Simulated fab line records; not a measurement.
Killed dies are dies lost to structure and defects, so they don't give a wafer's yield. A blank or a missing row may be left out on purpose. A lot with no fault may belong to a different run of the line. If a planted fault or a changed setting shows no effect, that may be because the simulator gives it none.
Matching of chambers || flow gf180mcu || 3 sister chambers for GF_SAB_CVD_00 on pecvd-03
The step deposits SiO2 from TEOS, target thk 50 nm, time 4.9302 s. 6 wafers are shown with their chamber, then 7 later ones without.

## WAFERS PAIRED WITH THEIR CHAMBERS
{"wafer": "L330.6", "chamber": 2, "heater power w (W)": 555}
{"wafer": "L334.2", "chamber": 2, "heater power w (W)": 574}
{"wafer": "L334.4", "chamber": 1, "heater power w (W)": 595}
{"wafer": "L334.5", "chamber": 0, "heater power w (W)": 454}
{"wafer": "L343.3", "chamber": 1, "heater power w (W)": 584}
{"wafer": "L343.4", "chamber": 0, "heater power w (W)": 425}

## WAFERS WHOSE CHAMBER IS MISSING
{"wafer": "L343.5", "heater power w (W)": 589}
{"wafer": "L344.1", "heater power w (W)": 620}
{"wafer": "L344.2", "heater power w (W)": 639}
{"wafer": "L344.5", "heater power w (W)": 466}
{"wafer": "L348.2", "heater power w (W)": 638}
{"wafer": "L348.5", "heater power w (W)": 446}
{"wafer": "L348.6", "heater power w (W)": 591}

## EACH ONE'S CHAMBER
{"wafer": "L343.5", "from the rows above": "can't be placed: 1 or 2", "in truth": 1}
{"wafer": "L344.1", "from the rows above": "can't be placed: 1 or 2", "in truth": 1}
{"wafer": "L344.2", "from the rows above": "can't be placed: 1 or 2", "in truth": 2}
{"wafer": "L344.5", "from the rows above": 0, "in truth": 0}
{"wafer": "L348.2", "from the rows above": "can't be placed: 1 or 2", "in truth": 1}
{"wafer": "L348.5", "from the rows above": 0, "in truth": 0}
{"wafer": "L348.6", "from the rows above": "can't be placed: 1 or 2", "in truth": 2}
2 of 7 placed correctly. Cannot be placed on the basis of these rows: 5; the candidates contain the true chamber in 5. Wrongly placed: 0.
How it was worked out, from the rows above alone: a wafer's distance from a chamber is the root of the sum, over the readings, of the square of ((its reading less the chamber's mean) divided by the reading's scatter). The wafer belongs to the nearest chamber; if the next one is less than 2 further off, it can't be placed. Each chamber's mean is taken over the wafers shown for it. The scatter is the square root of a quotient: the sum, over the shown wafers, of each reading's squared deviation from its chamber's mean, divided by wafers minus chambers.
